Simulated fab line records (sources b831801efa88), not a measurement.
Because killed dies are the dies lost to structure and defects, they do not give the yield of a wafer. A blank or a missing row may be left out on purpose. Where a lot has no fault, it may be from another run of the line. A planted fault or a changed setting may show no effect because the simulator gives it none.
Matching of chambers | flow sky130 | pecvd-01 running SKY_CAP2M_CVD_00: 3 sister chambers
The step deposits SiO2, target thk 15.5 nm. 14 wafers are shown with their chamber, then 7 later ones without.

## WAFERS WITH THEIR CHAMBER
wafer  | chamber | heater_power_w (W)
L074.4 | 2       | 543
L074.5 | 0       | 625
L074.6 | 1       | 701
L077.4 | 1       | 703
L077.5 | 2       | 562
L077.6 | 0       | 703
L081.3 | 0       | 632
L081.5 | 0       | 650
L081.6 | 1       | 605
L086.2 | 0       | 742
L086.4 | 2       | 578
L086.5 | 1       | 639
L091.2 | 0       | 727
L091.3 | 1       | 725

SIGNATURES (averages over the wafers above)
reading        | chamber 0 | chamber 1 | chamber 2 | scatter within a chamber
heater_power_w | 679.83    | 674.60    | 561.00    | 46.3
Rule: for each reading, subtract the chamber's mean from the wafer's reading, divide by that reading's scatter and square the result; add these up over the readings and take the root, which gives the wafer's distance from the chamber. If the next closest chamber is less than 2 further off than the closest, the wafer can't be placed; otherwise it belongs to the closest. The scatter: take each reading less its chamber's mean, square it, sum over the shown wafers, divide by the number of wafers less the number of chambers, and take the root.

## WAFERS WITHOUT THEIR CHAMBER
wafer  | heater_power_w (W)
L091.6 | 721
L092.3 | 590
L092.5 | 580
L092.6 | 790
L094.1 | 645
L094.3 | 587
L094.5 | 652

## THE CHAMBER EACH PASSED THROUGH
wafer  | from the rows above          | in truth
L091.6 | can't be placed: 0 or 1      | 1
L092.3 | can't be placed: 2 or 1 or 0 | 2
L092.5 | can't be placed: 2 or 1 or 0 | 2
L092.6 | can't be placed: 0 or 1      | 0
L094.1 | can't be placed: 1 or 0 or 2 | 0
L094.3 | can't be placed: 2 or 1 or 0 | 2
L094.5 | can't be placed: 1 or 0 or 2 | 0
0 of 7 placed correctly. From these rows, 7 cannot be placed; in 7 the true chamber is one of the candidates. Placed wrongly: 0.
